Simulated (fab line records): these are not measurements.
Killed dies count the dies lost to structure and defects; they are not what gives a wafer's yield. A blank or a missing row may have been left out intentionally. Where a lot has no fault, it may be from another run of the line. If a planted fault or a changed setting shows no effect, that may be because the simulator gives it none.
Problem report, 8D (eight disciplines) form, completed by code | flow sky130 | the parts of the form that need people (team, actions taken, sign-off) are left out

## 1. WHAT IS WRONG
Mean of rfFwdPowerW at SKY_VIA3_ETCH_14: 574.0 W across 4 wafers in 2 lots; on wafers with no fault it is 493.9 W (standard deviation 1.9). That is +42 standard deviations from the usual mean.
The step: etches BARC in N2/H2, stops on SiO2, time 45.9 s, target depth 60 nm.
Earliest sighting: wafer L651.3 on rieDiel-04 at day 42 19:01. Wafers with a number at this step in the record: 33, from 11 lots. Rule for "out" (also "out of limits"): further than 4 standard deviations from the usual mean. The other wafers with a number count as sound.

## 2. WHAT THIS IS AND IS NOT
question                    | is                             | is not
which readings at this step | rfFwdPowerW                    | drypumpMotorCurrentA, oesProductAu, throttleValvePct
which lots                  | L651, L652                     | L640, L641, L642, L643, L653, L655, L656, L658, L663
which wafers of those lots  | L651.3, L651.6, L652.3, L652.5 | L651.2, L652.1
read on which tools         | rieDiel-04                     | rieDiel-01, rieDiel-02
when                        | from day 42 19:01              | up to then (13 sound wafers); but 16 sound wafers of L652, L653, L655, L656, L658, L663 came after

## 3. WHAT RULES OUT EACH SUSPECT
Counting: a tool at a process step up to the reading stays a suspect if it ran every lot that is out. Sound lots after the first of them don't rule it out here, since some wafers of a struck lot are sound.
- rieMetal-04 at SKY_METAL1_METAL_ETCH_19 (etches the open film in Cl2/BCl3, stops on SiO2, target depth 360 nm, time 76.26 s): kept. It processed each lot that is out (first: L651, day 36 04:17); up to then, its last sound lot is L640 (day 32 23:02).
- rieDiel-04 at SKY_VIA3_ETCH_14 (etches BARC in N2/H2, stops on SiO2, time 45.9 s, target depth 60 nm): kept. It processed each lot that is out (first: L651, day 42 19:01); up to then, its last sound lot is L643 (day 40 21:13). Out on those wafers are its own readings of rfFwdPowerW.
- Within rieDiel-04 at SKY_VIA3_ETCH_14: the wafers that are out ran in chamber 2; their sound lot-mates ran in chambers 0, 3.
Remaining after the count are rieMetal-04 at SKY_METAL1_METAL_ETCH_19 and rieDiel-04 at SKY_VIA3_ETCH_14.

## 4. THE CAUSE (what the simulator had put in)
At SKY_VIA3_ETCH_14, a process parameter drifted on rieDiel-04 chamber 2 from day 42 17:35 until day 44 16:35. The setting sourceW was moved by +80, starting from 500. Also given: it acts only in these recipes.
2 suspects survive the count, and this tool is in that group.

## 5. THE CHAIN OF EFFECTS, in route order
One row per reading whose mean, taken over the struck wafers that have a number, lies over 3 standard deviations from the usual. Scope: only readings with a usual standard deviation given in the record; hours: median across lots of the time from each lot's start at the first step in this table that gives one to its start at this step; sigmas: change in usual standard deviations.
hours | step             | reading     | usual   | on struck wafers | change | sigmas
0     | SKY_VIA3_ETCH_14 | rfFwdPowerW | 493.9 W | 574.0            | +80.1  | +42
It contains these process steps:
- SKY_VIA3_ETCH_14: etches BARC in N2/H2, stops on SiO2, time 45.9 s, target depth 60 nm.

## 6. HOW IT WOULD HAVE BEEN CAUGHT EARLIER
In this record the first reading out of limits was taken at day 42 19:01, 1 hour after the fault began at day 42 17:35.
